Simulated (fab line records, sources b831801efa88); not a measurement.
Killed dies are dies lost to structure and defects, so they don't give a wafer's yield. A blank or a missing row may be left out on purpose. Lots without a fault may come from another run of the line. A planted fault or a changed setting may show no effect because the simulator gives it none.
Which tool did it? | flow sky130 | 11 lots, 33 wafers sampled, at 2 steps of a route of 708

WHAT THE GAUGES READ, wafer by wafer
SKY_CONTACT_RS_MEAS_25: measures by four-point-probe.
lot  | measured     | on            | CONTACT_W_RS (ohm/sq)
L808 | day 31 18:53 | film_metro-02 | 0.334 0.336 0.336
L810 | day 32 05:31 | film_metro-01 | 0.339 0.344 0.341
L812 | day 33 09:04 | film_metro-04 | 0.342 0.331 0.333
L813 | day 33 14:53 | film_metro-02 | 0.333 0.337 0.336
L816 | day 34 16:03 | film_metro-01 | 0.345 0.336 0.342
L817 | day 34 17:22 | film_metro-04 | 0.334 0.336 0.342
L822 | day 36 05:14 | film_metro-01 | 0.334 0.341 0.342
L823 | day 36 07:21 | film_metro-01 | 0.343 0.248 0.353
L824 | day 36 19:24 | film_metro-02 | 0.338 0.248 0.249
L825 | day 37 03:14 | film_metro-04 | 0.245 0.244 0.348
L831 | day 38 16:55 | film_metro-02 | 0.340 0.337 0.340

WHICH TOOL RAN EACH LOT (tool, then ch and the chambers of the sampled wafers, then the start)
lot  | SKY_CONTACT_CVD_24
L808 | cvd_w-01 ch 0, day 31 18:45
L810 | cvd_w-01 ch 0, day 32 05:19
L812 | cvd_w-01 ch 0,1, day 33 08:57
L813 | cvd_w-01 ch 0, day 33 14:45
L816 | cvd_w-01 ch 0,1, day 34 15:56
L817 | cvd_w-02 ch 0,1, day 34 17:15
L822 | cvd_w-01 ch 0,1, day 36 05:06
L823 | cvd_w-01 ch 0,1, day 36 07:13
L824 | cvd_w-01 ch 0,1, day 36 19:16
L825 | cvd_w-01 ch 0,1, day 37 03:05
L831 | cvd_w-02 ch 0,1, day 38 16:48
- SKY_CONTACT_CVD_24: deposits W, target thk 340 nm, time 102.12 s.

THE ANSWER, worked out from the rows above alone
Rule: what is usual is taken from the lots themselves. Put in order of their means at a reading, lots are off if they are a third of the lots or fewer, leave a main group of 4 or more, and stand apart from it by a gap of 3 or more times the standard deviation of the main group's means; of several such gaps the widest counts. A main group whose means are all the same, to the digits that the tables above print for the reading, isn't used. A lot without any number at a reading at which 4 lots or more have one is off too. The other lots that the step has rows for count as sound.
Off: L823, L824, L825, at SKY_CONTACT_RS_MEAS_25 (CONTACT_W_RS). The main group: mean 0.338 ohm/sq, standard deviation 0.0023.
A tool fits if, at a process step before that reading, it ran every lot that is off, and no sound lot after the first of them. The gauges at SKY_CONTACT_RS_MEAS_25 are tried like those tools. One fits: cvd_w-01 at SKY_CONTACT_CVD_24. Its last sound lot is L822 (day 36 05:06), its first lot that is off L823 (day 36 07:13): a fault that began between those two fits.

WHAT THE SIMULATOR HAD PUT IN
Process parameter drift: cvd_w-01, from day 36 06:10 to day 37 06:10, at SKY_CONTACT_CVD_24. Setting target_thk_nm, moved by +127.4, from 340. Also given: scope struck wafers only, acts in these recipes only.
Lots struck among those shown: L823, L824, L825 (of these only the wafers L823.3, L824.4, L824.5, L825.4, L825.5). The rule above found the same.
